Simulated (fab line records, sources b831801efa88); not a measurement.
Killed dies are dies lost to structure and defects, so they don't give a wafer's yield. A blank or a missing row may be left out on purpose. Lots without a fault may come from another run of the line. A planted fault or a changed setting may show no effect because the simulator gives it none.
Which tool did it? | flow sky130 | 13 lots, 39 wafers sampled, at 4 steps of a route of 708

WHAT THE GAUGES READ, wafer by wafer
SKY_VIA4_RS_MEAS_19: measures by four-point-probe. Usual: VIA4_W_RS 0.2250 ohm/sq, standard deviation 0.0024.
lot  | measured     | on            | VIA4_W_RS (ohm/sq)   | flag
L406 | day 42 23:01 | film_metro-03 | 0.2242 0.2202 0.2267 |
L407 | day 43 06:38 | film_metro-01 | 0.2209 0.2237 0.2196 |
L408 | day 43 08:53 | film_metro-02 | 0.2328 0.2292 0.2259 |
L409 | day 43 14:27 | film_metro-01 | 0.2257 0.2278 0.2290 |
L410 | day 43 23:47 | film_metro-01 | 0.2249 0.2257 0.2283 |
L412 | day 44 11:54 | film_metro-03 | 0.2248 0.2207 0.2258 |
L415 | day 45 10:25 | film_metro-01 | 0.2244 0.2280 0.2261 |
L416 | day 45 15:19 | film_metro-02 | 0.2304 0.2270 0.2272 |
L417 | day 46 00:40 | film_metro-03 | 0.2239 0.2236 0.2225 |
L420 | day 46 16:20 | film_metro-02 | 0.2271 0.2260 0.2300 |
L426 | day 48 02:58 | film_metro-03 | 0.2265 0.2258 0.2242 |
L428 | day 48 13:05 | film_metro-01 | 0.2255 0.2249 0.2258 |
L429 | day 48 19:20 | film_metro-01 | 0.2222 0.2240 0.2238 |

SKY_METAL5_RS_MEAS_05: measures by four-point-probe. Usual: METAL5_ALCU_RS 0.02706 ohm/sq, standard deviation 0.00019.
lot  | measured     | on            | METAL5_ALCU_RS (ohm/sq) | flag
L406 | day 42 23:40 | film_metro-02 | 0.02696 0.02723 0.02705 |
L407 | day 43 07:16 | film_metro-01 | 0.02685 0.02688 0.02685 |
L408 | day 43 09:32 | film_metro-01 | 0.02726 0.02734 0.02719 |
L409 | day 43 15:06 | film_metro-04 | 0.02693 0.02679 0.02694 |
L410 | day 44 00:25 | film_metro-02 | 0.0269 0.02713 0.02715  |
L412 | day 44 12:33 | film_metro-01 | 0.02746 0.02717 0.02744 |
L415 | day 45 11:04 | film_metro-04 | 0.0271 0.02703 0.02699  |
L416 | day 45 15:58 | film_metro-01 | 0.02678 0.02685 0.02702 |
L417 | day 46 01:28 | film_metro-02 | 0.02676 0.0267 0.02671  |
L420 | day 46 16:59 | film_metro-01 | 0.0272 0.02697 0.02713  |
L426 | day 48 03:37 | film_metro-04 | 0.0274 0.02738 0.02718  |
L428 | day 48 13:44 | film_metro-02 | 0.02702 0.02692 0.02693 |
L429 | day 48 19:59 | film_metro-04 | 0.02703 0.02719 0.02699 |

WHICH TOOL RAN EACH LOT (tool, then ch and the chambers of the sampled wafers, then the start)
lot  | SKY_VT_ADJUST_HVTP_STRIP_10          | SKY_CAP2M_CVD_00
L406 | plasma_asher-04 ch 0,1, day 6 06:36  | pecvd-04 ch 0,2, day 39 19:52
L407 | plasma_asher-02 ch 0,1, day 6 11:12  | pecvd-01 ch 0,2, day 40 03:49
L408 | plasma_asher-02 ch 0, day 6 13:14    | pecvd-03 ch 0,1, day 40 05:22
L409 | plasma_asher-01 ch 0,1, day 6 19:53  | pecvd-03 ch 0,2, day 40 11:52
L410 | plasma_asher-01 ch 0, day 7 04:45    | pecvd-01 ch 0,1,2, day 40 23:55
L412 | plasma_asher-04 ch 0,1, day 7 15:17  | pecvd-01 ch 1,2, day 41 11:21
L415 | plasma_asher-04 ch 0,1, day 8 10:50  | pecvd-03 ch 0,1,2, day 42 10:35
L416 | plasma_asher-01 ch 0,1, day 8 15:02  | pecvd-03 ch 0,2, day 42 16:13
L417 | plasma_asher-01 ch 0,1, day 8 23:06  | pecvd-01 ch 0,2, day 43 03:13
L420 | plasma_asher-02 ch 0,1, day 9 17:59  | pecvd-03 ch 0,1, day 43 19:05
L426 | plasma_asher-02 ch 0,1, day 11 12:17 | pecvd-03 ch 0,1,2, day 45 10:03
L428 | plasma_asher-01 ch 0,1, day 11 22:35 | pecvd-01 ch 0,1,2, day 45 23:39
L429 | plasma_asher-01 ch 0,1, day 12 04:00 | pecvd-03 ch 1,2, day 46 06:19
- SKY_VT_ADJUST_HVTP_STRIP_10: strips in O2/N2.
- SKY_CAP2M_CVD_00: deposits SiO2, target thk 15.5 nm.

WHAT THE TOOLS THEMSELVES READ (means of the sampled wafers that have a number; where no wafer has one, the mark that the record gives instead)
SKY_VT_ADJUST_HVTP_STRIP_10. Usual: chamber_pressure_mTorr 1499.9 mTorr, standard deviation 1.3; drypump_motor_current_A 5.7 A, standard deviation 0.45; oes_product_au 0.716 a.u., standard deviation 0.0043; strip_time_to_endpoint_s 14.20 s, standard deviation 0.038.
lot  | tool            | chamber_pressure_mTorr (mTorr) | drypump_motor_current_A (A) | oes_product_au (a.u.) | strip_time_to_endpoint_s (s) | flag
L406 | plasma_asher-04 | 1500.4                         | 6.1                         | 0.713                 | 14.17                        |
L407 | plasma_asher-02 | 1499.9                         | 6.0                         | 0.714                 | 14.20                        |
L408 | plasma_asher-02 | 1500.6                         | 6.1                         | 0.719                 | 14.15                        |
L409 | plasma_asher-01 | 1500.4                         | 5.6                         | 0.718                 | 14.16                        |
L410 | plasma_asher-01 | 1498.2                         | 5.0                         | 0.721                 | 14.20                        |
L412 | plasma_asher-04 | 1499.9                         | 6.2                         | 0.717                 | 14.22                        |
L415 | plasma_asher-04 | 1498.7                         | 6.2                         | 0.714                 | 14.16                        |
L416 | plasma_asher-01 | 1499.2                         | 5.6                         | 0.714                 | 14.15                        |
L417 | plasma_asher-01 | 1499.8                         | 5.3                         | 0.712                 | 14.18                        |
L420 | plasma_asher-02 | 1498.8                         | 6.0                         | 0.714                 | 14.23                        |
L426 | plasma_asher-02 | 1500.9                         | 6.0                         | 0.722                 | 14.21                        |
L428 | plasma_asher-01 | 1500.6                         | 5.3                         | 0.717                 | 14.25                        |
L429 | plasma_asher-01 | 1500.1                         | 5.6                         | 0.714                 | 14.19                        |

SKY_CAP2M_CVD_00. Usual: heater_power_w 726 W, standard deviation 63.
lot  | tool     | heater_power_w (W) | flag
L406 | pecvd-04 | 753                |
L407 | pecvd-01 | 635                |
L408 | pecvd-03 | 767                |
L409 | pecvd-03 | 793                |
L410 | pecvd-01 | 703                |
L412 | pecvd-01 | 689                |
L415 | pecvd-03 | 680                |
L416 | pecvd-03 | 758                |
L417 | pecvd-01 | 694                |
L420 | pecvd-03 | 773                |
L426 | pecvd-03 | 741                |
L428 | pecvd-01 | 683                |
L429 | pecvd-03 | 725                |

THE ANSWER, worked out from the rows above alone
Rule: a lot is off if the mean of its wafers that have a number lies more than 3 standard deviations from the usual mean. A lot without any number at a reading at which 4 lots or more have one is off too. The other lots that the step has rows for count as sound. The gauges are gone through in route order, then the tools' own readings, and for those a lot's mean is taken as printed above. The first step at which some lot is off is used, and at that step the reading that is off furthest; a lot without a number counts as furthest.
No lot is off at any reading shown: from this, nothing can be told.

WHAT THE SIMULATOR HAD PUT IN
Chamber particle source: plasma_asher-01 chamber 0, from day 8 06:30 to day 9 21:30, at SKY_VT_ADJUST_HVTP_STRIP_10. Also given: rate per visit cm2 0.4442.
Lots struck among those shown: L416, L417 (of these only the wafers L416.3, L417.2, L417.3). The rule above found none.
